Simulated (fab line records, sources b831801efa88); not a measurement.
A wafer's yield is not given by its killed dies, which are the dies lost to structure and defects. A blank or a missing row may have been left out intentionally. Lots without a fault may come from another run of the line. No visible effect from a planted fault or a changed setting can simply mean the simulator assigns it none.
Commonality check across tools / flow gf180mcu / 12 lots, 42 wafers sampled

## THE REASON FOR OPENING IT
Of 12 lots, 2 have the reading NWELL_TW flagged at GF_NWELL_TW_MEAS_11. Fault-free wafers read 1573, with a standard deviation of 14.
Rule: a lot gets a flag if all its wafers with a number sit over 4 standard deviations from that mean, or if no wafer of it has a number. As for the other lots, they are considered sound.

lot=L283; measured=day 4 03:14; on=film_metro-02; NWELL_TW, wafer by wafer=1553 1547 1551; flag=
lot=L284; measured=day 4 03:28; on=film_metro-01; NWELL_TW, wafer by wafer=1582 1572 1574; flag=
lot=L281; measured=day 4 03:49; on=film_metro-02; NWELL_TW, wafer by wafer=1564 1557 1555; flag=
lot=L285; measured=day 4 09:40; on=film_metro-02; NWELL_TW, wafer by wafer=1556 1553 1563; flag=
lot=L286; measured=day 4 11:09; on=film_metro-01; NWELL_TW, wafer by wafer=1576 1581 1579; flag=
lot=L288; measured=day 4 19:02; on=film_metro-03; NWELL_TW, wafer by wafer=1581 1585 1586; flag=
lot=L289; measured=day 5 00:55; on=film_metro-03; NWELL_TW, wafer by wafer=1576 1572 1572; flag=
lot=L295; measured=day 6 06:59; on=film_metro-01; NWELL_TW, wafer by wafer=1740 1731 1735 1731 1723 1733; flag=FLAGGED
lot=L296; measured=day 6 13:59; on=film_metro-01; NWELL_TW, wafer by wafer=1729 1731 1738 1727 1724 1732; flag=FLAGGED
lot=L300; measured=day 7 10:37; on=film_metro-03; NWELL_TW, wafer by wafer=1583 1584 1592; flag=
lot=L303; measured=day 8 04:50; on=film_metro-02; NWELL_TW, wafer by wafer=1559 1558 1547; flag=
lot=L304; measured=day 8 09:53; on=film_metro-03; NWELL_TW, wafer by wafer=1574 1574 1584; flag=
On average the flagged lots' numbers are 1731, which is +158 against the usual, or +11 standard deviations.

## LOT BY LOT: THE TOOL USED
The record holds 1 process step before the reading, out of a route of 602 steps. Every cell lists first the tool, next ch and the chambers used by the sampled wafers, and last the start.
lot=L283; flag=; GF_NWELL_IMPLANT_08=implanter-03 ch 0, day 4 02:51
lot=L284; flag=; GF_NWELL_IMPLANT_08=implanter-04 ch 0, day 4 03:04
lot=L281; flag=; GF_NWELL_IMPLANT_08=implanter-02 ch 0, day 4 03:25
lot=L285; flag=; GF_NWELL_IMPLANT_08=implanter-02 ch 0, day 4 09:16
lot=L286; flag=; GF_NWELL_IMPLANT_08=implanter-02 ch 0, day 4 10:47
lot=L288; flag=; GF_NWELL_IMPLANT_08=implanter-02 ch 0, day 4 18:38
lot=L289; flag=; GF_NWELL_IMPLANT_08=implanter-02 ch 0, day 5 00:31
lot=L295; flag=FLAGGED; GF_NWELL_IMPLANT_08=implanter-04 ch 0, day 6 06:37
lot=L296; flag=FLAGGED; GF_NWELL_IMPLANT_08=implanter-04 ch 0, day 6 13:36
lot=L300; flag=; GF_NWELL_IMPLANT_08=implanter-02 ch 0, day 7 10:13
lot=L303; flag=; GF_NWELL_IMPLANT_08=implanter-03 ch 0, day 8 04:28
lot=L304; flag=; GF_NWELL_IMPLANT_08=implanter-03 ch 0, day 8 09:31
What is done by these steps:
- GF_NWELL_IMPLANT_08
- GF_NWELL_TW_MEAS_11

## FLAGGED AGAINST TOTAL, ONE TOOL AT A TIME (gauges that did the reading follow at the end)
step=GF_NWELL_IMPLANT_08; tool=implanter-02; lots run=6; flagged=0; share of the flagged lots=none; sound lots run after its first flagged lot=-
step=GF_NWELL_IMPLANT_08; tool=implanter-03; lots run=3; flagged=0; share of the flagged lots=none; sound lots run after its first flagged lot=-
step=GF_NWELL_IMPLANT_08; tool=implanter-04; lots run=3; flagged=2; share of the flagged lots=all; sound lots run after its first flagged lot=0
step=GF_NWELL_TW_MEAS_11; tool=film_metro-01; lots run=4; flagged=2; share of the flagged lots=all; sound lots run after its first flagged lot=0
step=GF_NWELL_TW_MEAS_11; tool=film_metro-02; lots run=4; flagged=0; share of the flagged lots=none; sound lots run after its first flagged lot=-
step=GF_NWELL_TW_MEAS_11; tool=film_metro-03; lots run=4; flagged=0; share of the flagged lots=none; sound lots run after its first flagged lot=-

## WHAT THE TABLE PERMITS
Rows of the table that ran all the flagged lots, 2 in number: implanter-04 at GF_NWELL_IMPLANT_08; film_metro-01 at GF_NWELL_TW_MEAS_11.
- implanter-04 at GF_NWELL_IMPLANT_08: 2 of its 3 lots flagged. Its last sound lot is L284 (day 4 03:04), its first flagged lot L295 (day 6 06:37): a fault that began between those two fits. Its own readings (tilt_deg) fall more than 4 standard deviations out on all wafers of the flagged lots.
- film_metro-01 at GF_NWELL_TW_MEAS_11: 2 of its 4 lots flagged. Its last sound lot is L286 (day 4 11:09), its first flagged lot L295 (day 6 06:59): a fault that began between those two fits.
These 2 tools cannot be told apart by counting lots, since each of them fits a fault that started at some hour. More lots, or a look at what each step does to the wafer, might.

## WHAT HAD BEEN PUT IN BY THE SIMULATOR
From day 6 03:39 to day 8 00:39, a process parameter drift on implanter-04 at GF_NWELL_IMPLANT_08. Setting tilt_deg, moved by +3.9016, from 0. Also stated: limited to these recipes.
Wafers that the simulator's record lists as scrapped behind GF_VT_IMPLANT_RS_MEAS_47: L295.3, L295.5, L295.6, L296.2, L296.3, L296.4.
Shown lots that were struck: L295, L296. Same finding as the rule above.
